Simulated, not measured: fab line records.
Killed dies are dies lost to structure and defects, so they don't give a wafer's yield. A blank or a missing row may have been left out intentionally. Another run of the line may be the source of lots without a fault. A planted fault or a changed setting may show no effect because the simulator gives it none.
Split-lot study	flow gf180mcu	on a route of 602 steps: 5 lots, 23 wafers read

THE SPLIT
At GF_M5_METAL_ETCH_10 (etches the open film in Cl2/BCl3, stops on SiO2, target depth 627.5 nm, time 104.6 s), the setting timeS was moved away from the recipe's 104.6 s on 10 of the 23 wafers read, by -14.2% to -10.5%. The other wafers ran this setting at the recipe's value.

The file shows no step between the split and the reading.

THE READING
oesProductAu, in a.u., at GF_M5_STRIP_11 (strips in O2/N2). On this fab line, fault-free wafers typically give 0.542 a.u. with a standard deviation of 0.0048 a.u.

wafer	tool, chamber at the split	timeS as run, s	against the recipe	oesProductAu, a.u.	against lot-mates on the recipe
L075.2	rieMetal-02, 0	104.6	recipe	0.534	-
L075.3	rieMetal-02, 0	104.6	recipe	0.538	-
L075.4	rieMetal-02, 1	104.6	recipe	0.539	-
L077.1	rieMetal-04, 1	89.73	-14.2%	0.563	+0.022
L077.2	rieMetal-04, 0	104.6	recipe	0.542	-
L077.3	rieMetal-04, 1	104.6	recipe	0.543	-
L077.4	rieMetal-04, 0	104.6	recipe	0.538	-
L077.6	rieMetal-04, 1	89.73	-14.2%	0.558	+0.017
L080.2	rieMetal-04, 0	92.01	-12.0%	0.555	+0.010
L080.3	rieMetal-04, 0	92.01	-12.0%	0.563	+0.018
L080.4	rieMetal-04, 1	104.6	recipe	0.541	-
L080.5	rieMetal-04, 1	104.6	recipe	0.549	-
L080.6	rieMetal-04, 0	92.01	-12.0%	0.554	+0.009
L081.1	rieMetal-03, 1	104.6	recipe	0.547	-
L081.2	rieMetal-03, 0	104.6	recipe	0.539	-
L081.3	rieMetal-03, 0	104.6	recipe	0.538	-
L081.5	rieMetal-03, 0	91.09	-12.9%	0.559	+0.018
L081.6	rieMetal-03, 1	91.09	-12.9%	0.559	+0.018
L082.2	rieMetal-02, 0	93.65	-10.5%	0.550	+0.012
L082.3	rieMetal-02, 1	93.65	-10.5%	0.551	+0.013
L082.4	rieMetal-02, 0	104.6	recipe	0.536	-
L082.5	rieMetal-02, 0	93.65	-10.5%	0.546	+0.008
L082.6	rieMetal-02, 1	104.6	recipe	0.541	-

THE FIT
A straight line over all 23 wafers: oesProductAu changes by -0.00131 a.u. for each +1% of timeS; r = -0.89; the points scatter about the line by 0.0042 a.u.
The same after taking each lot's own level away (the mean of its wafers on the recipe; 23 wafers): -0.0012 a.u. for each +1%; r = -0.91; scatter 0.0034 a.u.
That fit puts the effect of the largest move of timeS on the reading at 0.017 a.u.
From 0.5370 to 0.5450 a.u.: that is the span of the lots' own levels, equal to 1.7 times the standard deviation above.
The two slopes are in agreement: the lot-to-lot level therefore moves the slope only a little.
Check: with one of the wafers moved furthest among these (-14.2%) left out of the fit, the line predicts +0.0161 a.u. for it against its lot-mates. Against them it came out at +0.022 a.u.
Tool readings at the split's step, against how far the setting was moved: oesProductAu r = -0.84.

THE WHOLE CHAIN: every reading that the file lists as answering this split, in the file's order
step	what it does	reading	change (the file's fit)	r (the file's)
GF_M5_METAL_ETCH_10	etches the open film in Cl2/BCl3, stops on SiO2, target depth 627.5 nm, time 104.6 s	oesProductAu	-0.0016 a.u. for each +1% of the setting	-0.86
GF_M5_METAL_ETCH_10	etches the open film in Cl2/BCl3, stops on SiO2, target depth 627.5 nm, time 104.6 s	M5.featureDepthNm (the simulator's own value, which no gauge read)	+4.96 nm for each +1% of the setting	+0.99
GF_M5_METAL_ETCH_10	etches the open film in Cl2/BCl3, stops on SiO2, target depth 627.5 nm, time 104.6 s	KrF_of_M5_COAT_02.thkNm (the simulator's own value, which no gauge read)	-2.58 nm for each +1% of the setting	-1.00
GF_M5_STRIP_11	strips in O2/N2	oesProductAu	-0.00123 a.u. for each +1% of the setting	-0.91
GF_M5_STRIP_11	strips in O2/N2	stripTimeToEndpointS	withheld for each +1% of the setting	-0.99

FILE'S OWN FIT
oesProductAu changes by -0.00123 a.u. for each +1% of timeS, r = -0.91.
